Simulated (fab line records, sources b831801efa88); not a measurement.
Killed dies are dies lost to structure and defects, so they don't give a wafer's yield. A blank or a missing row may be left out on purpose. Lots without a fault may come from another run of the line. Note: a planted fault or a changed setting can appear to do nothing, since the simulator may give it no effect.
Comparing a struck lot with a sound one || flow sky130 || 17 steps out of a route of 708
Sound: the wafers L585.2, L585.4, L585.6. Wafers struck: L594.1, L594.2, L594.3. The cause is given at the end.
Order at every step that has rows: each side's tool, ch and its chambers, its first start. Under that, the readings that differ: sound wafers || struck wafers || difference of the means || sigmas: that difference in standard deviations of wafers without a fault.
alike: readings with means less than 2 such deviations apart, plus words and numbers identical on both sides. not compared: withheld readings, readings lacking a value on some wafer, bounds such as >300 that could conceal the same value, and numbers that have no deviation in the record and whose values overlap.
A row with sigmas, a row that says differs or no value, or rows on one side alone: a step with any of these is where the two part. Numbers that don't overlap but have no deviation are shown without sigmas and don't part them. A reading missing from all wafers of one side parts the sides only when that side holds two or more wafers.

SKY_VT_ADJUST_HVTR_OVL_MEAS_08:
  sound: overlay-01 at day 11 12:40; struck: overlay-02 at day 13 18:47
  alike: VT_ADJUST_HVTR_OVL
following that, these wafers have no rows for 1 step: SKY_VT_ADJUST_HVTR_IMPLANT_09.
SKY_VT_ADJUST_HVTR_STRIP_10: strips in O2/N2.
  sound on plasma asher-01 ch 0,1, day 11 12:50; struck on plasma asher-02 ch 0,1, day 13 18:58
{"reading": "drypump motor current A (A)", "sound": "6.7 6.4 6.4", "struck": "6.0 5.4 5.4", "difference": -0.9, "sigmas": -2}
  alike: oes product au, strip time to endpoint s
  not compared: rf hours counter h
SKY_VT_ADJUST_HVTR_TW_MEAS_11:
  sound: film metro-01 at day 11 12:57; struck: film metro-01 at day 13 19:04
  alike: VT_ADJUST_HVTR_TW
then, 7 steps without rows for these wafers: SKY_VT_ADJUST_PCH_DEHYDRATE_00 (time 60 s); SKY_VT_ADJUST_PCH_HMDS_01 (prime time 60 s); SKY_VT_ADJUST_PCH_COAT_02 (resist thk 3000 nm); SKY_VT_ADJUST_PCH_SOFTBAKE_03; SKY_VT_ADJUST_PCH_EXPOSE_04 (exposes mask NWM, target cd 840 nm); SKY_VT_ADJUST_PCH_PEB_05; SKY_VT_ADJUST_PCH_DEVELOP_06 (develop time 60 s).
SKY_VT_ADJUST_PCH_OVL_MEAS_07:
  sound: overlay-01 at day 12 12:28; struck: overlay-02 at day 14 19:55
  alike: VT_ADJUST_PCH_OVL
SKY_VT_ADJUST_PCH_IMPLANT_08:
  sound on implanter-04 ch 0, day 12 12:31; struck on implanter-02 ch 0, day 14 19:58
{"reading": "beam on s (s)", "sound": "10.25 9.91 9.97", "struck": "12.83 13.02 12.48", "difference": "+2.73", "sigmas": "+14"}
{"reading": "end station pressure torr (Torr)", "sound": "4.77e-06 4.58e-06 5.39e-06", "struck": "0.00011929 0.00011222 0.00011758", "difference": "+0.00011145", "sigmas": "+99 or more"}
{"reading": "faraday current uA", "sound": "2.74 2.83 2.81", "struck": "2.23 2.20 2.29", "difference": -0.55, "sigmas": -10}
SKY_VT_ADJUST_PCH_STRIP_09: strips in O2/N2.
  sound on plasma asher-03 ch 1, day 12 12:39; struck on plasma asher-03 ch 0,1, day 14 20:07
  alike: drypump motor current A, oes product au, strip time to endpoint s
  not compared: rf hours counter h
SKY_VT_ADJUST_PCH_TW_MEAS_10:
  sound: film metro-04 at day 12 12:46; struck: film metro-02 at day 14 20:13
{"reading": "VT_ADJUST_PCH_TW", "sound": "144.2 144.1 143.2", "struck": "154.4 154.6 155.3", "difference": "+10.9", "sigmas": "+11"}
then, 1 step without rows for these wafers: SKY_SONOS_TUNNEL_DEHYDRATE_00 (time 60 s).
-- a jump in the record: the struck wafers' starts before and after are 34 days apart (it breaks off in module SONOS_TUNNEL and resumes in module PAD_OPEN, where the first step shown is number 708 of the route) --
SKY_PAD_OPEN_PROBE_99:
  sound: prober-02 at day 47 14:50; struck: prober-01 at day 49 07:46
{"reading": "model.etest.pfet g5v0d10v5.off log10 a um", "sound": "-12.27 -12.45 -12.39", "struck": "-11.66 -12.02 -11.87", "difference": "+0.52", "sigmas": ""}
{"reading": "model.etest.pfet_01v8_lvt.off log10 a um", "sound": "-8.546 -8.688 -8.543", "struck": "-8.192 -8.512 -8.266", "difference": "+0.269", "sigmas": ""}
{"reading": "model.etest.pfet g5v0d10v5.vt sat v (V)", "sound": "-0.6024 -0.6207 -0.6253", "struck": "-0.5482 -0.5787 -0.5742", "difference": "+0.0491", "sigmas": ""}
{"reading": "model.etest.pfet_16v.vt v (V)", "sound": "-1.104 -1.095 -1.101", "struck": "-1.031 -1.038 -1.043", "difference": "+0.063", "sigmas": ""}
{"reading": "model.etest.pfet g5v0d10v5.vt v (V)", "sound": "-0.8029 -0.8194 -0.825", "struck": "-0.752 -0.7754 -0.7784", "difference": "+0.047", "sigmas": ""}
{"reading": "model.etest.pfet g5v0d10v5.vt long v (V)", "sound": "-0.9304 -0.9249 -0.928", "struck": "-0.8731 -0.868 -0.8789", "difference": "+0.0544", "sigmas": ""}
{"reading": "model.etest.pfet_01v8_lvt.vt sat v (V)", "sound": "-0.4097 -0.4145 -0.4133", "struck": "-0.3917 -0.3948 -0.3936", "difference": "+0.0191", "sigmas": ""}
  alike: killed_at_M0_to_M3, killed_at_M4_up, killed at contacts, killed at front end, killed at other, killed dies, killed on rim, killed open, killed short
  not compared: model.etest.pfet_01v8_lvt.drive ua um

== WHERE THEY PART ==
Earliest at SKY_VT_ADJUST_HVTR_STRIP_10; latest, in this record, at SKY_VT_ADJUST_PCH_TW_MEAS_10. Later steps at which nothing parts them and some readings are alike: SKY_PAD_OPEN_PROBE_99.

WHY: whatever the simulator had introduced
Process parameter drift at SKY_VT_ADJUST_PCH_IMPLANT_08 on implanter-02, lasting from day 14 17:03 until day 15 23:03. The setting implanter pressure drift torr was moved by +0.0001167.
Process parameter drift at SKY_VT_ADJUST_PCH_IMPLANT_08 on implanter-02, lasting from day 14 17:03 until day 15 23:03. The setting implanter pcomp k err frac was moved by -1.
